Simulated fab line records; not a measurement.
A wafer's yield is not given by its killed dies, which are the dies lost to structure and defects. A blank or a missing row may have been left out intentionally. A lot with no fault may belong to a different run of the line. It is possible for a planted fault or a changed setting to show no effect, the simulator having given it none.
A lot that was struck, set against a sound lot :: flow sky130 :: 19 out of 708 route steps
Sound: wafers L220.4, L220.5, L220.6. The struck wafers were L225.2, L225.3, L225.6. The cause comes at the end.
Each step with rows lists, per side, the tool, then ch with its chambers, then its first start. Under that, the readings that differ: sound wafers :: struck wafers :: difference of the means :: sigmas: that difference in standard deviations of wafers without a fault.
alike: readings whose means differ by less than 2 such deviations, and words and numbers that are the same on both sides. not compared: withheld readings, readings that some wafer has no value for, bounds like >300 that may hide the same value, and numbers for which the record gives no deviation and whose values overlap.
The two part at a step that has a row with sigmas, a row that says differs or no value, or rows on one side only. Numbers that don't overlap but have no deviation are shown without sigmas and don't part them. A reading missing from all wafers of one side parts the sides only when that side holds two or more wafers.

first, 4 steps without rows for these wafers: SKY_METAL2_STRIP_21 (strips in post etch residue remover, time 1200 s); SKY_METAL2_CLEAN_22 (cleans in IPA, time 180 s); SKY_METAL2_CLEAN_23 (cleans in O3/DIW); SKY_VIA2_HDPCVD_00 (deposits SiO2, target thk 1180 nm, time 196.7 s).
SKY_VIA2_THK_MEAS_01:
  sound on filmMetro-04 at day 37 23:32; struck on filmMetro-02 at day 39 02:34
  alike: VIA2_HDPCVD_THK
SKY_VIA2_CMP_02: polishes SiO2.
  sound on cmp-02 ch 0,2,3, day 37 23:40; struck on cmp-02 ch 0,1,3, day 39 02:37
  alike: edgeZonePressureFrac, motorCurrentA
SKY_VIA2_BOW_MEAS_03:
  sound on filmMetro-02 at day 37 23:56; struck on filmMetro-02 at day 39 02:56
  alike: VIA2_BOW
then, 5 steps without rows for these wafers: SKY_VIA2_DEHYDRATE_04 (time 60 s); SKY_VIA2_HMDS_05 (prime time 60 s); SKY_VIA2_COAT_06 (resist thk 60 nm); SKY_VIA2_COAT_07 (resist thk 450 nm); SKY_VIA2_SOFTBAKE_08 (time 90 s).
SKY_VIA2_EXPOSE_09: exposes mask VIM2, target cd 200 nm.
  sound on krfScanner-02 ch 0, day 38 12:43; struck on krfScanner-01 ch 0, day 39 15:33
reading: model.VIA2.overlayXNm (nm)
sound: 3.979 3.979 3.979
struck: 52.97 52.97 52.97
difference: +48.99
sigmas: 
  alike: mask
then, 2 steps without rows for these wafers: SKY_VIA2_PEB_10; SKY_VIA2_DEVELOP_11 (develop time 60 s).
SKY_VIA2_CD_MEAS_12 targets a cd of 200 nm.
  sound on cdSem-02 at day 39 00:54; struck on cdSem-01 at day 40 03:43
  alike: cdNm
SKY_VIA2_OVL_MEAS_13:
  sound on overlay-01 at day 39 00:59; struck on overlay-01 at day 40 03:49
reading: VIA2_OVL (nm)
sound: 0 6 2
struck: 56 58 55
difference: +54
sigmas: +10
SKY_VIA2_ETCH_14: etches BARC in N2/H2, stops on SiO2, time 45.9 s, target depth 60 nm.
  sound on rieDiel-02 ch 1,2,3, day 39 01:01; struck on rieDiel-03 ch 0,2,3, day 40 03:51
  alike: drypumpMotorCurrentA, oesProductAu, rfFwdPowerW, throttleValvePct
  not compared: rfHoursCounterH
-- the record jumps here: 9 days lie between the struck wafers' starts before and after (it left off in module VIA2 and takes up again in module PAD_OPEN, whose first step shown is number 708 of the route) --
SKY_PAD_OPEN_PROBE_99:
  sound on prober-02 at day 47 23:34; struck on prober-02 at day 48 22:07
  alike: defectLimitedYield, killed_at_M0_to_M3, killed_at_M4_up, killedAtContacts, killedAtFrontEnd, killedAtOther, killedDies, killedOpen, killedShort, sort_bin_3_pad_short, sort_bin_5_function, sort_bin_6_memory, sortNPass, sortYieldPct

## WHERE THEY PART
Within this record, at SKY_VIA2_OVL_MEAS_13 only. Later steps at which nothing parts them and some readings are alike: SKY_VIA2_ETCH_14, SKY_PAD_OPEN_PROBE_99.

WHY: the cause the simulator had injected
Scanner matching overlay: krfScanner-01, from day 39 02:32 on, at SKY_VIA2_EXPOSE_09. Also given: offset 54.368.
